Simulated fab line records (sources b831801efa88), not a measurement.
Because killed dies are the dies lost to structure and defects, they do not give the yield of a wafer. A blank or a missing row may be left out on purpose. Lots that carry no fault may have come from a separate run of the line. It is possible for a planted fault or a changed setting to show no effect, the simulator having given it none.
fab line records | flow sky130
[record] lots = 6 wafers = 18 last-day = 51
route steps=708 shown LI_CONTACT@370 PAD_OPEN@708
lots that met no fault: taken from a fault-free run of the same line
start-h: start of the lot's first displayed wafer, in hours after the record's first day | wait-h: how many hours have passed since the lot's step before this one | " unchanged from the row above | L1.1+2: one row covering several wafers at once | - no value, or no start was given | * or withheld: withheld | < > ~ a bound
route shown NAME@n: a module of which the file shows steps, and the number in the route of the first | usual: mean/standard deviation of fault-free wafers | same: alike in all rows | chamber/n: place in a boat | sites: readings site by site | _std_site: how widely they spread, as a standard deviation | _edge_site: outer sites' mean less inner sites' | radius-mm: for every site, how far away it sits from the centre of the wafer | mask NAME#n: copy n | behind: the most recent tool/chamber to have shaped the wafer | hold: what put the lot on hold/how long, in hours/how the hold closed | device: whichever transistor did not switch (one of n, p or np) | end of line: tests of these same wafers at the route's end | a step with no rows: only its recipe | killed: count of dies lost to structure and defects at first sort (not the wafer's yield) | map: shows each die of a wafer: x if killed, . if not, _ if none is there
set.NAME: the setting the step ran with; set.NAME@STEP: the setting that earlier step ran with | model.NAME: the simulator's own value behind a step, which no gauge read
lots at selected steps of the route; one table per step, one row per wafer
services: when a tool's chamber went out of use (start-h, in hours from the record's first day, below 0 if earlier), for how many hours, and the reason
[[steps]]
[step SKY_LI_CONTACT_SOFTBAKE_08]
[recipe] temp-c = 100 time-s = 90 resist = KrF-thick
[step SKY_LI_CONTACT_EXPOSE_09]
[recipe] mask-id = LICM1 na = 0.8 source-shape = annular sigma-inner = 0.55 sigma-outer = 0.85 target-cd-nm = 170 dose-mj = 38
[step SKY_LI_CONTACT_PEB_10]
[recipe] peb-temp-c = withheld peb-time-s = withheld resist = KrF-thick
[step SKY_LI_CONTACT_DEVELOP_11]
[recipe] develop-time-s = 60 resist = KrF-thick dev-temp-c = 21
[step SKY_LI_CONTACT_CD_MEAS_12]
[recipe] target-cd-nm = 170
[usual] cd-nm = 169.8/1.4
// columns lot.wafer tool chamber start-h wait-h cd-nm
L432.2 cd-sem-01 - 661.44 - 168.7
L432.5 " - " " 170.0
L432.6 " - " " 169.6
L433.3 cd-sem-02 - 674.43 - 170.1
L433.4 " - " " 170.2
L433.6 " - " " 169.0
L437.2 cd-sem-01 - 714.82 - 170.5
L437.4 " - " " 169.9
L437.6 " - " " 170.8
L449.1 cd-sem-01 - 821.80 - 171.5
L449.5 " - " " 171.1
L449.6 " - " " 170.0
L450.1 cd-sem-01 - 830.92 - 169.5
L450.2 " - " " 170.6
L450.4 " - " " 170.8
L455.3 cd-sem-02 - 891.16 - 169.9
L455.5 " - " " 170.8
L455.6 " - " " 172.0
[step SKY_LI_CONTACT_OVL_MEAS_13]
[usual] LI_CONTACT_OVL = 0/5.2
// columns lot.wafer tool chamber start-h wait-h LI_CONTACT_OVL[nm]
L432.2 overlay-01 - 661.54 0.1 -4
L432.5 " - " " -2
L432.6 " - " " -4
L433.3 overlay-02 - 674.52 0.1 -2
L433.4 " - " " 6
L433.6 " - " " 10
L437.2 overlay-01 - 714.92 0.1 1
L437.4 " - " " 1
L437.6 " - " " -4
L449.1 overlay-01 - 821.92 0.1 -3
L449.5 " - " " -2
L449.6 " - " " -5
L450.1 overlay-02 - 831.04 0.1 -4
L450.2 " - " " 0
L450.4 " - " " -4
L455.3 overlay-02 - 891.25 0.1 -3
L455.5 " - " " -8
L455.6 " - " " -9
[step SKY_LI_CONTACT_ETCH_14]
[recipe] chemistry = N2/H2 target = BARC ion-energy-ev = 200 source-w = 500 bias-w = 100 pressure-mtorr = 30 n2-flow-sccm = 100 h2-flow-sccm = 200 stop-on = SiO2 time-s = 45.9 target-depth-a = 600
[usual] chamber-pressure-mTorr = 30.002/0.024 drypump-motor-current-A = 5.5/0.37 oes-product-au = 0.857/0.0051 throttle-valve-pct = 13.224/0.0091
// columns lot.wafer tool chamber start-h wait-h chamber-pressure-mTorr drypump-motor-current-A oes-product-au rf-hours-counter-h throttle-valve-pct
L432.2 rie-diel-01 3 661.57 0.0 29.990 6.0 0.853 12 13.222
L432.5 " 3 " " 29.990 6.0 0.856 - 13.228
L432.6 " 0 " " 29.970 5.2 0.851 - 13.212
L433.3 rie-diel-02 0 674.54 0.0 29.943 5.3 0.863 4 13.223
L433.4 " 3 " " 30.017 5.9 0.856 3 13.210
L433.6 " 3 " " 30.010 6.0 0.859 - 13.226
L437.2 rie-diel-04 2 714.95 0.0 30.012 5.6 0.857 7 13.229
L437.4 " 1 " " 29.978 6.1 0.853 16 13.228
L437.6 " 2 " " 30.005 5.6 0.847 - 13.229
L449.1 rie-diel-02 1 821.96 0.0 30.070 5.2 0.860 2 13.224
L449.5 " 3 " " 29.980 5.9 0.864 - 13.223
L449.6 " 2 " " 30.001 5.8 0.861 - 13.245
L450.1 rie-diel-02 1 831.07 0.0 30.008 5.2 0.856 2 13.225
L450.2 " 0 " " 29.996 5.3 0.863 7 13.227
L450.4 " 3 " " 30.030 6.0 0.856 6 13.224
L455.3 rie-diel-04 2 891.27 0.0 29.994 5.5 0.857 13 13.221
L455.5 " 0 " " 29.962 5.5 0.852 - 13.216
L455.6 " 3 " " 29.998 6.1 0.859 - 13.227
[step SKY_LI_CONTACT_ETCH_15]
[recipe] target = PSG chemistry = C4F8/O2/Ar stop-on = Si taper-deg = 4.15 mask-material = KrF-thick source-w = 1500 bias-w = 1200 pressure-mtorr = 40 c4f8-flow-sccm = withheld O2_flow_sccm = 6 Ar_flow_sccm = 300 time-s = withheld target-depth-a = 6000
[usual] chamber-pressure-mTorr = 40.00/0.034 oes-product-au = 0.838/0.0044
// columns lot.wafer tool chamber start-h wait-h chamber-pressure-mTorr oes-product-au
L432.2 rie-diel-01 3 661.61 0.0 40.00 0.845
L432.5 " 3 " " 39.99 0.827
L432.6 " 0 " " 39.97 0.832
L433.3 rie-diel-02 0 674.59 0.0 39.97 0.836
L433.4 " 3 " " 40.06 0.845
L433.6 " 3 " " 40.02 0.839
L437.2 rie-diel-04 2 715.00 0.0 40.07 0.842
L437.4 " 1 " " 39.94 0.838
L437.6 " 2 " " 39.99 0.841
L449.1 rie-diel-02 1 822.00 0.0 40.06 0.839
L449.5 " 3 " " 39.96 0.840
L449.6 " 2 " " 40.04 0.842
L450.1 rie-diel-02 1 831.12 0.0 39.98 0.840
L450.2 " 0 " " 39.95 0.837
L450.4 " 3 " " 40.01 0.851
L455.3 rie-diel-04 2 891.32 0.0 39.99 0.841
L455.5 " 0 " " 40.01 0.839
L455.6 " 3 " " 39.95 0.834
[step SKY_LI_CONTACT_STRIP_16]
[recipe] chemistry = O2/N2 power-w = 1400 pressure-mtorr = 1500 platen-temp-c = withheld o2-flow-sccm = 3000 n2-flow-sccm = 300 overash-fraction = 0.5
[usual] chamber-pressure-mTorr = 1499.7/1.4 drypump-motor-current-A = 5.9/0.46 oes-product-au = 0.376/0.0051 strip-time-to-endpoint-s = 3.51/0.037
// columns lot.wafer tool chamber start-h wait-h chamber-pressure-mTorr drypump-motor-current-A oes-product-au rf-hours-counter-h strip-time-to-endpoint-s
L432.2 plasma-asher-03 0 661.70 - 1497.4 6.0 0.376 23 3.50
L432.5 " 0 " " 1500.1 6.0 0.378 - 3.49
L432.6 " 1 " " 1499.8 5.3 0.370 - 3.47
L433.3 plasma-asher-02 0 674.70 - 1499.1 5.8 0.381 - 3.59
L433.4 " 1 " " 1498.4 6.0 0.374 - 3.52
L433.6 " 1 " " 1500.3 5.9 0.368 - 3.53
L437.2 plasma-asher-01 0 715.08 - 1498.5 6.7 0.371 102 3.51
L437.4 " 1 " " 1498.9 5.7 0.377 - 3.53
L437.6 " 0 " " 1500.5 6.7 0.376 - 3.47
L449.1 plasma-asher-02 0 822.09 - 1499.6 5.8 0.381 68 3.51
L449.5 " 1 " " 1500.6 6.0 0.373 - 3.50
L449.6 " 0 " " 1497.6 5.8 0.379 - 3.57
L450.1 plasma-asher-03 0 831.20 - 1501.5 6.0 0.374 40 3.51
L450.2 " 1 " " 1501.2 5.3 0.372 40 3.55
L450.4 " 1 " " 1500.8 5.3 0.363 - 3.53
L455.3 plasma-asher-03 1 891.44 - 1498.8 5.3 0.381 - 3.47
L455.5 " 0 " " 1498.7 6.1 0.373 - 3.46
L455.6 " 1 " " 1498.2 5.3 0.373 - 3.48
[step SKY_LI_CONTACT_CLEAN_17]
[recipe] chemistry = NMP time-s = 600 temp-c = 60 dry = n2-spin
[step SKY_LI_CONTACT_PRE_CLEAN_18]
[recipe] gas = Ar time-s = 5.6 bias-v = 358
[step SKY_LI_CONTACT_SPUTTER_19]
[recipe] material = Ti target-thk-nm = 20 chamber-pressure-pa = 5 power-w = 2500 substrate-temp-c = 200 time-s = 106.37
[usual] chamber-pressure-pa = 5.002/0.0096 throttle-valve-pct = 29.8/0.77
// columns lot.wafer tool chamber start-h wait-h chamber-pressure-pa throttle-valve-pct
L432.2 pvd-sputter-02 - 662.00 0.0 5.006 30.7
L432.5 " - " " 5.000 29.0
L432.6 " - " " 5.008 30.1
L433.3 pvd-sputter-04 - 674.97 0.0 4.989 30.7
L433.4 " - " " 4.999 30.5
L433.6 " - " " 4.991 30.7
L437.2 pvd-sputter-04 - 715.39 0.0 4.989 31.0
L437.4 " - " " 5.004 29.1
L437.6 " - " " 5.003 30.9
L449.1 pvd-sputter-02 - 822.38 0.0 4.976 29.8
L449.5 " - " " 5.010 29.1
L449.6 " - " " 4.998 29.8
L450.1 pvd-sputter-02 - 831.50 0.0 5.001 30.5
L450.2 " - " " 4.982 29.1
L450.4 " - " " 5.008 29.7
L455.3 pvd-sputter-02 - 891.71 0.0 5.022 28.9
L455.5 " - " " 5.006 30.7
L455.6 " - " " 4.992 30.3
[step SKY_LI_CONTACT_SPUTTER_20]
[recipe] material = TiN target-thk-nm = 20 chamber-pressure-pa = 5 power-w = 4000 time-s = 80
[usual] chamber-pressure-pa = 5.000/0.011 throttle-valve-pct = 29.8/0.79
// columns lot.wafer tool chamber start-h wait-h chamber-pressure-pa throttle-valve-pct model.TiN_of_LI_CONTACT_SPUTTER_20.thk-nm
L432.2 pvd-sputter-02 - 662.07 0.0 5.007 30.5 19.79
L432.5 " - " " 5.004 28.8 20.42
L432.6 " - " " 5.010 30.3 19.88
L433.3 pvd-sputter-04 - 675.04 0.0 4.990 31.0 19.93
L433.4 " - " " 5.002 30.2 19.8
L433.6 " - " " 4.998 30.9 20.16
L437.2 pvd-sputter-04 - 715.47 0.0 5.017 30.7 19.96
L437.4 " - " " 5.010 29.1 20.1
L437.6 " - " " 5.007 30.8 20.19
L449.1 pvd-sputter-02 - 822.46 0.0 5.864 27.2 17.5
L449.5 " - " " 5.004 28.8 20.41
L449.6 " - " " 5.863 27.2 17.62
L450.1 pvd-sputter-02 - 831.57 0.0 4.992 30.6 19.93
L450.2 " - " " 4.997 28.8 20.07
L450.4 " - " " 5.889 27.4 17.49
L455.3 pvd-sputter-02 - 891.79 0.0 4.996 28.9 20.4
L455.5 " - " " 4.979 30.9 20.33
L455.6 " - " " 5.000 30.4 20.2
[step SKY_LI_CONTACT_CVD_21]
[recipe] material = W target-thk-nm = 400 time-s = 120.56 temp-c = 400 pressure-torr = 40
[usual] heater-power-w = 911/92
// columns lot.wafer tool chamber start-h wait-h heater-power-w
L432.2 cvd-w-02 0 662.13 0.0 889
L432.5 " 1 " " 733
L432.6 " 0 " " 892
L433.3 cvd-w-02 0 675.14 0.1 897
L433.4 " 1 " " 750
L433.6 " 0 " " 894
L437.2 cvd-w-02 0 715.53 0.0 903
L437.4 " 1 " " 742
L437.6 " 1 " " 740
L449.1 cvd-w-02 1 822.52 0.0 743
L449.5 " 1 " " 768
L449.6 " 0 " " 891
L450.1 cvd-w-01 0 831.63 0.0 1007
L450.2 " 1 " " 955
L450.4 " 1 " " 909
L455.3 cvd-w-01 1 891.89 0.1 925
L455.5 " 0 " " 1013
L455.6 " 1 " " 977
[step SKY_PAD_OPEN_PROBE_99]
[usual] killed_at_M0_to_M3 = 44/7.2 killed_at_M4_up = 3.1/1.7 killed-at-contacts = 24/5.2 killed-at-front-end = 15/4.1 killed-at-other = 0.3/0.61 killed-dies = 87/10 killed-open = 48/7.5 killed-short = 39/6.6
[same] gross-dies = 492 killed-at-back-side = 0
// columns lot.wafer tool chamber start-h wait-h killed_at_M0_to_M3 killed_at_M4_up killed-at-contacts killed-at-front-end killed-at-other killed-dies killed-open killed-short
L433.3 prober-01 - 1073.64 0.2 50 4 29 16 0 99 55 44
L433.4 prober-01 - 1073.69 0.2 47 6 29 16 1 99 52 47
L433.6 prober-01 - 1073.79 0.2 55 6 27 19 1 108 64 44
L437.2 prober-02 - 1105.03 0.1 39 1 21 17 0 78 49 29
L437.4 prober-02 - 1105.13 0.2 30 2 17 16 0 65 40 25
L437.6 prober-02 - 1105.23 0.2 42 4 32 22 0 100 49 51
L449.1 prober-02 - 1179.12 0.1 37 3 25 16 0 81 46 35
L449.5 prober-02 - 1179.32 0.2 42 1 24 21 0 88 46 42
L449.6 prober-02 - 1179.37 0.2 55 4 15 19 0 93 54 39
// killed by level:class
L433.3 VIA1:geometric-particle:open=16 LI_CONTACT:geometric-particle:open=8 LI_CONTACT:geometric-particle:short=7 METAL1:geometric-particle:short=7 CONTACT:geometric-particle:open=6 VIA2:geometric-particle:open=6 VIA3:geometric-particle:open=6 POLY_GATE:geometric-particle:short=5
L433.4 CONTACT:geometric-particle:open=13 VIA1:geometric-particle:open=8 VIA3:geometric-particle:open=7 METAL1:geometric-particle:short=7 VIA1:geometric-particle:short=7 CONTACT:geometric-particle:short=6 VIA2:geometric-particle:open=6 POLY_GATE:geometric-particle:short=5
L433.6 VIA1:geometric-particle:open=19 CONTACT:geometric-particle:open=11 LI_CONTACT:geometric-particle:open=8 METAL1:geometric-particle:short=7 POLY_GATE:geometric-particle:open=6 VIA2:geometric-particle:open=6 VIA3:geometric-particle:open=6 METAL4:geometric-particle:short=5
L437.2 VIA1:geometric-particle:open=9 VIA2:geometric-particle:open=8 CONTACT:geometric-particle:open=7 VIA3:geometric-particle:open=7 FIELD_ISO:geometric-particle:open=6 LI_CONTACT:geometric-particle:open=6 FIELD_ISO:geometric-particle:short=4 CONTACT:geometric-particle:short=4
L437.4 VIA1:geometric-particle:open=10 CONTACT:geometric-particle:open=6 FIELD_ISO:geometric-particle:short=5 VIA2:geometric-particle:open=5 FIELD_ISO:geometric-particle:open=4 LI_CONTACT:geometric-particle:open=4 CONTACT:geometric-particle:short=4 POLY_CUT:geometric-particle:open=3
L437.6 CONTACT:geometric-particle:short=9 VIA1:geometric-particle:open=8 VIA2:geometric-particle:open=8 CONTACT:geometric-particle:open=8 METAL2:geometric-particle:short=7 FIELD_ISO:geometric-particle:open=5 POLY_GATE:geometric-particle:open=5 VIA3:geometric-particle:open=5
L449.1 CONTACT:geometric-particle:open=11 VIA1:geometric-particle:open=10 METAL1:geometric-particle:short=6 VIA2:geometric-particle:open=5 FIELD_ISO:geometric-particle:open=4 LI_CONTACT:geometric-particle:open=4 VIA2:geometric-particle:short=4 VIA3:geometric-particle:open=4
L449.5 CONTACT:geometric-particle:open=12 VIA2:geometric-particle:open=9 METAL1:geometric-particle:short=7 POLY_GATE:geometric-particle:short=6 LI_CONTACT:geometric-particle:open=5 LOCAL_INTERCONNECT:geometric-particle:short=5 VIA1:geometric-particle:short=5 METAL2:geometric-particle:short=5
L449.6 METAL1:geometric-particle:short=12 VIA3:geometric-particle:open=11 VIA1:geometric-particle:open=9 VIA2:geometric-particle:open=8 CONTACT:geometric-particle:open=7 METAL2:geometric-particle:short=7 FIELD_ISO:geometric-particle:open=4 POLY_GATE:geometric-particle:short=4
[[services]]
// columns tool chamber start-h hours kind
rie-diel-02 3 638.18 1.3 repair
pvd-sputter-02 - 645.35 1.0 repair
plasma-asher-03 - 663.50 14.6 pm
rie-diel-02 3 667.20 1.8 repair
pvd-sputter-02 - 667.23 0.5 repair
rie-diel-02 - 667.82 0.4 repair
rie-diel-04 - 671.92 0.5 repair
rie-diel-01 1 683.75 8.1 repair
pvd-sputter-02 - 686.23 5.5 repair
rie-diel-04 - 687.23 0.8 repair
cvd-w-01 1 688.81 1.4 repair
rie-diel-02 3 696.50 7.9 repair
pvd-sputter-02 - 715.78 7.2 repair
cvd-w-02 1 719.09 2.2 repair
rie-diel-02 - 730.78 0.5 repair
plasma-asher-02 - 734.81 6.5 pm
cvd-w-02 - 748.48 2.5 repair
rie-diel-02 - 757.52 1.9 repair
rie-diel-01 2 757.74 1.7 repair
pvd-sputter-04 - 810.02 5.7 repair
cvd-w-02 - 839.34 14.6 pm
rie-diel-02 0 872.48 1.3 repair
cvd-w-02 - 878.19 2.8 pm
rie-diel-02 1 881.13 3.4 repair
[[key]]
[first-sign] step = SKY_LI_CONTACT_SPUTTER_20 reading = chamber-pressure-pa direction = up sigmas = 80 usual = 5.000 struck = 5.872
[effect] step = SKY_LI_CONTACT_SPUTTER_20 reading = throttle-valve-pct direction = down sigmas = 3.2 usual = 29.8 struck = 27.3
[model-effect] step = SKY_LI_CONTACT_SPUTTER_20 value = TiN_of_LI_CONTACT_SPUTTER_20.thk-nm without = 20.31 struck = 17.54
met-at SKY_LI_CONTACT_SPUTTER_20
struck-wafers L449.1,L449.6,L450.4
tester-left-out L449,L450
[fault] kind = process-parameter-drift tool = pvd-sputter-02 chamber = - onset-h = 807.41 steps = SKY_LI_CONTACT_SPUTTER_20 channel = chamber-pressure-pa offset = 0.87356 shape = step end-h = 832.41 acts-in = these-recipes-only stated = 5 scope = struck-wafers-only
// tester-left-out: of these lots the tester's yield and bins aren't shown, on N5 and GAA mostly nor the transistor test; their killed dies are dies lost to structure and defects alone, not to doping, threshold or leakage, so they don't give the yield
